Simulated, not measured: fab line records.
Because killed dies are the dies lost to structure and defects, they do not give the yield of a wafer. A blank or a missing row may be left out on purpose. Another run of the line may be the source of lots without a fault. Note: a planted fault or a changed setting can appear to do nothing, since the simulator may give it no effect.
Code-filled problem report in 8D (eight disciplines) form | flow sky130 | the parts of the form that need people (team, actions taken, sign-off) are left out

## 1. WHAT IS WRONG
At SKY_FIELD_ISO_WET_ETCH_30, temp c averages 15.08 C over 6 wafers from 2 lots, while fault-free wafers read 25.01 C, standard deviation 0.1. That is -99 or more standard deviations from the usual mean.
The step: etches SiO2 in dHF, target depth 25 nm, time 50 s.
The first sign was on wafer L831.2 at day 3 18:15, on wet bench-02. The record holds 33 wafers of 11 lots with a number at this step. By rule, "out" or "out of limits" means more than 4 standard deviations away from the usual mean. The rest of the wafers with a number are treated as sound.

## 2. WHAT IT IS, WHAT IT ISN'T
question                    | is                         | is not
which readings at this step | temp c, bath heat duty pct | -
which lots                  | L831, L836                 | L825, L826, L837, L838, L842, L843, L845, L847, L848
which wafers of those lots  | all that have a number     | -
read on which tools         | wet bench-02               | wet bench-03, wet bench-04
when                        | from day 3 18:15           | up to then (6 sound wafers); but 21 sound wafers of L837, L838, L842, L843, L845, L847, L848 came after

## 3. WHAT RULES OUT EACH SUSPECT
Counting: a tool at a process step up to the reading stays a suspect if it ran every lot that is out and no sound lot after the first of them.
- wet bench-02 at SKY_FIELD_ISO_WET_ETCH_30 (etches SiO2 in dHF, target depth 25 nm, time 50 s): ruled out as a lasting fault. Following L831 (day 3 18:15), the first lot on it that is out, the sound lots L848 were run on it.
Left after counting: nothing in the record.

## 4. THE CAUSE (what the simulator had put in)
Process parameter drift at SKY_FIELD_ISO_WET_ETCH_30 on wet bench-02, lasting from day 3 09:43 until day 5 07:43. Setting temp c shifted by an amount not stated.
Counting ruled it out, wrongly.

## 5. SEQUENCE OF EFFECTS, ordered by route
One row per reading whose mean, taken over the struck wafers that have a number, lies over 3 standard deviations from the usual. Only readings for which the record gives a usual standard deviation are gone through. hours: the time from each lot's start at the first step in this table that gives one to its start at this step, as a median over the lots. sigmas: the change in usual standard deviations.
hours | step                      | reading            | usual   | on struck wafers | change | sigmas
0     | SKY_FIELD_ISO_WET_ETCH_30 | bath heat duty pct | 6.4 %   | 0.0              | -6.4   | -7.9
0     | SKY_FIELD_ISO_WET_ETCH_30 | temp c             | 25.01 C | 15.08            | -9.93  | -99 or more
It contains these process steps:
- SKY_FIELD_ISO_WET_ETCH_30: etches SiO2 in dHF, target depth 25 nm, time 50 s.
Later measuring or inspecting steps at which every struck wafer that the step has a row for has a number for every such reading, and none has moved that far: SKY_SD_N_RS_MEAS_17.

## 6. HOW IT WOULD HAVE BEEN CAUGHT EARLIER
In this record no reading fell out of limits until day 3 18:15, 9 hours after the fault had begun at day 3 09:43.
